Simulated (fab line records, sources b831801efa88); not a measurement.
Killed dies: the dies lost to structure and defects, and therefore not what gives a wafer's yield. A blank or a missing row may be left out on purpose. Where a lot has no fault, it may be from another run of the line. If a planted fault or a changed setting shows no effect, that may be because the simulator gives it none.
Which tool did it? -- flow gf180mcu -- 33 wafers from 11 lots sampled at 5 of the route's 602 steps

WHAT THE GAUGES READ, wafer by wafer
GF_V3_OVL_MEAS_15. Usual: V3_OVL -3 nm, standard deviation 6.3.
lot,measured,on,V3_OVL (nm),flag
L106,day 23 05:13,overlay-01,-13 -19 -13,
L107,day 23 11:56,overlay-01,-10 -2 -9,
L108,day 24 03:27,overlay-02,4 -7 2,
L109,day 24 09:01,overlay-02,1 5 3,
L110,day 24 23:29,overlay-01,-5 -8 -7,
L111,day 25 08:26,overlay-02,-18 -8 -7,
L112,day 26 01:17,overlay-02,-5 -3 -8,
L120,day 28 01:41,overlay-01,4 -1 1,
L125,day 29 03:53,overlay-02,-4 -4 3,
L127,day 29 21:18,overlay-02,0 1 0,
L128,day 30 03:29,overlay-01,4 7 -3,

GF_V4_BOW_MEAS_05. Usual: V4_BOW 136 um, standard deviation 9.8.
lot,measured,on,V4_BOW (um),flag
L106,day 24 07:08,film metro-02,147 148 148,
L107,day 24 13:44,film metro-02,122 131 138,
L108,day 25 04:37,film metro-02,144 142 143,
L109,day 25 11:02,film metro-01,134 133 135,
L110,day 25 23:50,film metro-01,123 128 137,
L111,day 26 08:03,film metro-03,134 128 138,
L112,day 27 01:23,film metro-03,128 140 127,
L120,day 29 00:48,film metro-03,146 144 144,
L125,day 30 02:17,film metro-03,118 130 127,
L127,day 30 19:26,film metro-01,120 110 120,
L128,day 31 01:28,film metro-01,142 137 145,

GF_MIM_THK_MEAS_11: measures by xrf. Usual: MIM_ALCU_THK 195.5 nm, standard deviation 2.5.
lot,measured,on,MIM_ALCU_THK (nm),flag
L106,day 25 07:32,film metro-01,194.1 194.0 195.3,
L107,day 25 13:37,film metro-03,196.8 198.5 197.0,
L108,day 26 04:11,film metro-04,196.0 195.4 196.5,
L109,day 26 10:31,film metro-04,198.2 201.1 202.9,
L110,day 26 23:10,film metro-04,192.8 192.3 192.8,
L111,day 27 06:47,film metro-04,196.3 197.7 199.5,
L112,day 28 00:31,film metro-04,198.9 197.3 195.8,
L120,day 29 23:04,film metro-03,188.5 194.7 187.2,
L125,day 30 23:09,film metro-04,194.5 197.7 193.2,
L127,day 31 15:25,film metro-01,199.0 196.1 196.7,
L128,day 31 21:26,film metro-03,196.6 195.5 196.4,

WHICH TOOL RAN EACH LOT (tool, then ch and the chambers of the sampled wafers, then the start)
lot,GF_MIM_SPUTTER_00,GF_MIM_SPUTTER_09
L106,"pvd sputter-04, day 25 06:59","pvd sputter-01, day 25 07:22"
L107,"pvd sputter-02, day 25 13:05","pvd sputter-01, day 25 13:28"
L108,"pvd sputter-02, day 26 03:38","pvd sputter-01, day 26 04:01"
L109,"pvd sputter-02, day 26 09:59","pvd sputter-04, day 26 10:22"
L110,"pvd sputter-04, day 26 22:38","pvd sputter-01, day 26 23:01"
L111,"pvd sputter-01, day 27 06:15","pvd sputter-02, day 27 06:38"
L112,"pvd sputter-02, day 27 23:58","pvd sputter-01, day 28 00:21"
L120,"pvd sputter-04, day 29 22:31","pvd sputter-02, day 29 22:54"
L125,"pvd sputter-01, day 30 22:37","pvd sputter-04, day 30 23:00"
L127,"pvd sputter-02, day 31 14:53","pvd sputter-04, day 31 15:16"
L128,"pvd sputter-02, day 31 20:53","pvd sputter-01, day 31 21:16"
- GF_MIM_SPUTTER_00: material Ti, target thk 37.5 nm, time 150 s.
- GF_MIM_SPUTTER_09: material TiN, target thk 35 nm, time 29.2 s.

AS READ BY THE TOOLS THEMSELVES (means over the sampled wafers that have a number; for cases with no such wafer, the mark the record gives instead)
GF_MIM_SPUTTER_00. Usual: throttle valve pct at 29.9 %, with a standard deviation of 1.3.
lot,tool,throttle valve pct (%),flag
L106,pvd sputter-04,29.3,
L107,pvd sputter-02,29.3,
L108,pvd sputter-02,30.0,
L109,pvd sputter-02,30.3,
L110,pvd sputter-04,31.2,
L111,pvd sputter-01,29.8,
L112,pvd sputter-02,29.4,
L120,pvd sputter-04,29.2,
L125,pvd sputter-01,29.5,
L127,pvd sputter-02,29.2,
L128,pvd sputter-02,28.7,

GF_MIM_SPUTTER_09. Usual: throttle valve pct at 29.9 %, with a standard deviation of 1.3.
lot,tool,throttle valve pct (%),flag
L106,pvd sputter-01,30.3,
L107,pvd sputter-01,29.7,
L108,pvd sputter-01,30.2,
L109,pvd sputter-04,28.7,
L110,pvd sputter-01,30.3,
L111,pvd sputter-02,29.4,
L112,pvd sputter-01,30.8,
L120,pvd sputter-02,29.3,
L125,pvd sputter-04,29.1,
L127,pvd sputter-04,30.3,
L128,pvd sputter-01,30.2,

THE ANSWER, worked out from the rows above alone
Rule: lot off if the mean of its wafers having a number is beyond 3 standard deviations from the usual mean. Also off: a lot with no number at a reading for which 4 or more lots have one. Any other lot the step has rows for is counted as sound. The gauges are gone through in route order, then the tools' own readings, and for those a lot's mean is taken as printed above. At the first step where some lot is off, the reading lying furthest off is the one used; lots without a number count as furthest.
None of the lots is off at any reading shown; this tells nothing.

WHAT THE SIMULATOR HAD INSERTED
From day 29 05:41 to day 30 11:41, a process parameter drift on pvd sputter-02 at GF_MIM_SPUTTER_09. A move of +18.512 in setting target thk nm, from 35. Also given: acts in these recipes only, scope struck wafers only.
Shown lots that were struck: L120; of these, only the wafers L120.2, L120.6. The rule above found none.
